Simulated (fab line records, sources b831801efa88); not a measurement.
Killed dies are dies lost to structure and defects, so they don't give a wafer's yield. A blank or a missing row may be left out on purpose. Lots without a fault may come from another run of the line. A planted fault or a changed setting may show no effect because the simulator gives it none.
A struck lot beside a sound one | flow sky130 | 14 steps out of a route of 708
Sound: wafers L726.1, L726.4, L726.5. Struck: wafers L741.2, L741.5, L741.6. The cause comes at the end.
At each step with rows: each side's tool, then ch and its chambers, then its first start. Under that, the readings that differ: sound wafers | struck wafers | difference of the means | sigmas: that difference in standard deviations of wafers without a fault.
alike: readings whose means differ by less than 2 such deviations, and words and numbers that are the same on both sides. not compared: withheld readings, readings that some wafer has no value for, bounds like >300 that may hide the same value, and numbers for which the record gives no deviation and whose values overlap.
The two part at a step that has a row with sigmas, a row that says differs or no value, or rows on one side only. Numbers that don't overlap but have no deviation are shown without sigmas and don't part them. A reading that every wafer of one side lacks parts them only if that side has two wafers or more.

first, 3 steps without rows for these wafers: SKY_VT_ADJUST_NCORE_EXPOSE_04 (exposes mask LVTN COMPLEMENT THIN, target cd 380 nm); SKY_VT_ADJUST_NCORE_PEB_05; SKY_VT_ADJUST_NCORE_DEVELOP_06 (develop time 60 s).
SKY_VT_ADJUST_NCORE_CD_MEAS_07: target cd 380 nm.
  sound on cd_sem-01, day 9 22:09; struck on cd_sem-02, day 14 17:31
  alike: cd_nm
SKY_VT_ADJUST_NCORE_OVL_MEAS_08:
  sound on overlay-02, day 9 22:16; struck on overlay-01, day 14 17:38
  alike: VT_ADJUST_NCORE_OVL
then, 1 step without rows for these wafers: SKY_VT_ADJUST_NCORE_IMPLANT_09.
SKY_VT_ADJUST_NCORE_STRIP_10: strips in O2/N2.
  sound on plasma_asher-02 ch 0,1, day 9 22:28; struck on plasma_asher-01 ch 0,1, day 14 17:49
  alike: drypump_motor_current_A, oes_product_au, strip_time_to_endpoint_s
  not compared: rf_hours_counter_h
SKY_VT_ADJUST_NCORE_TW_MEAS_11:
  sound on film_metro-03, day 9 22:35; struck on film_metro-03, day 14 17:55
  alike: VT_ADJUST_NCORE_TW
then, 4 steps without rows for these wafers: SKY_VT_ADJUST_HVTR_DEHYDRATE_00 (time 60 s); SKY_VT_ADJUST_HVTR_HMDS_01 (prime time 60 s); SKY_VT_ADJUST_HVTR_COAT_02 (resist thk 1140 nm); SKY_VT_ADJUST_HVTR_SOFTBAKE_03 (time 60 s).
SKY_VT_ADJUST_HVTR_EXPOSE_04: exposes mask HVTRM, target cd 380 nm.
  sound on iline_stepper-01 ch 0, day 10 10:08; struck on iline_stepper-01, day 15 06:15
  no value came back on the struck wafers for exposure_dose_mJ_cm2, focus_offset_nm (nm), na; on the sound wafers exposure_dose_mJ_cm2 reads 150.04 149.88 150.12
  alike: mask
then, 1 step without rows for these wafers: SKY_VT_ADJUST_HVTR_PEB_05.

WHERE THEY PART
Only at SKY_VT_ADJUST_HVTR_EXPOSE_04, within this record.

WHY: what the simulator had put in
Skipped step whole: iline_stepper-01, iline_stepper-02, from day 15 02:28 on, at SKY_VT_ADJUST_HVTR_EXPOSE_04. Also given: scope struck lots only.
